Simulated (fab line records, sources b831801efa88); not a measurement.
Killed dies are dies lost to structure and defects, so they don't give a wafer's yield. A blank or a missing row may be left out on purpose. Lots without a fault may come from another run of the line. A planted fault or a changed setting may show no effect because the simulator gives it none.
Which tool did it? | flow sfq_line | 7 lots, 21 wafers sampled, at 1 step of a route of 325

WHAT THE GAUGES READ, wafer by wafer
SFQ_L0_THK_MEAS_902: measures by xrf.
lot  | measured    | on            | L0_MONX_KI_THK (nm)
L649 | day 2 03:42 | film_metro-02 | 39.5 39.8 39.4
L651 | day 2 13:41 | film_metro-04 | 40.7 39.6 39.9
L653 | day 2 23:41 | film_metro-02 | 40.5 39.8 39.7
L660 | day 4 10:42 | film_metro-02 | 40.4 39.4 39.6
L663 | day 5 01:41 | film_metro-04 | 39.2 39.2 39.6
L666 | day 5 16:41 | film_metro-04 | 38.9 39.6 39.5
L669 | day 6 07:41 | film_metro-04 | 39.8 39.1 38.8

WHICH TOOL RAN EACH LOT (tool, then ch and the chambers of the sampled wafers, then the start)
The record holds no process step before these readings.

THE ANSWER, worked out from the rows above alone
Rule: what is usual is taken from the lots themselves. Put in order of their means at a reading, lots are off if they are a third of the lots or fewer, leave a main group of 4 or more, and stand apart from it by a gap of 3 or more times the standard deviation of the main group's means; of several such gaps the widest counts. A main group whose means are all the same, to the digits that the tables above print for the reading, isn't used. A lot without any number at a reading at which 4 lots or more have one is off too. The other lots that the step has rows for count as sound.
No lot is off at any reading shown: from this, nothing can be told.

WHAT THE SIMULATOR HAD PUT IN
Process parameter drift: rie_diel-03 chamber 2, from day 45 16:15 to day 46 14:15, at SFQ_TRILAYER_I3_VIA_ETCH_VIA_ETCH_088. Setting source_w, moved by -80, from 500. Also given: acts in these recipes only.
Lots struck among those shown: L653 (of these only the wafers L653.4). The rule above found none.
